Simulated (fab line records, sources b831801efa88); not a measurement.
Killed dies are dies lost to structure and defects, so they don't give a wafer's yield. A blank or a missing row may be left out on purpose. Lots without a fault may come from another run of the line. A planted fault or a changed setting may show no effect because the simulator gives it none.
One fault seen from 2 desks | flow sky130 | each desk has only its own numbers; what lay behind them comes last

THE TOOL OWNER'S DESK: plasma_asher-03
The tool's own readings at SKY_LDD_LDN_STRIP_12 (strips in O2/N2): means of the sampled wafers that have a number, for each lot that ran on this tool. A lot is out of limits, marked OUT, if its mean lies more than 4 standard deviations from the usual mean; the brackets give that distance.
Columns: A = drypump_motor_current_A at SKY_LDD_LDN_STRIP_12, usual 5.9 A; B = oes_product_au at SKY_LDD_LDN_STRIP_12, usual 0.715 a.u.; C = strip_time_to_endpoint_s at SKY_LDD_LDN_STRIP_12, usual 14.17 s
lot  | first seen here | A   | B     | C
L445 | day 23 17:23    | 6.1 | 0.718 | 14.15
L448 | day 24 16:56    | 6.0 | 0.715 | 14.12
L457 | day 27 23:17    | 6.0 | 0.714 | 14.11
L458 | day 28 04:31    | 6.0 | 0.714 | 14.23
This desk's finding: nothing out of limits on any of the 4 lots.

THE METROLOGY DESK
What the gauges read, lot by lot, whatever tool the lot ran on: means of the sampled wafers that have a number. A lot is out of limits, marked OUT, if its mean lies more than 4 standard deviations from the usual mean; the brackets give that distance.
Columns: A = PASSIVATION_CVD_00_THK at SKY_PASSIVATION_THK_MEAS_01, usual 90.1 nm
lot  | first seen here | A
L444 | day 44 12:22    | 88.6
L445 | day 44 16:19    | 89.8
L446 | day 44 18:52    | 89.5
L447 | day 44 19:58    | 90.1
L448 | day 45 10:18    | 90.4
L449 | day 45 13:19    | 88.1
L457 | day 47 16:07    | 90.3
L458 | day 47 17:51    | 90.6
L459 | day 48 01:34    | 90.4
L460 | day 48 07:38    | 90.5
L462 | day 48 14:40    | 89.2
L463 | day 49 03:59    | 91.1
L467 | day 49 22:15    | 90.0
This desk's finding: nothing out of limits on any of the 13 lots.

PUT TOGETHER
The tool owner's desk saw nothing out of limits.
The metrology desk saw nothing out of limits.

WHAT THE SIMULATOR HAD PUT IN
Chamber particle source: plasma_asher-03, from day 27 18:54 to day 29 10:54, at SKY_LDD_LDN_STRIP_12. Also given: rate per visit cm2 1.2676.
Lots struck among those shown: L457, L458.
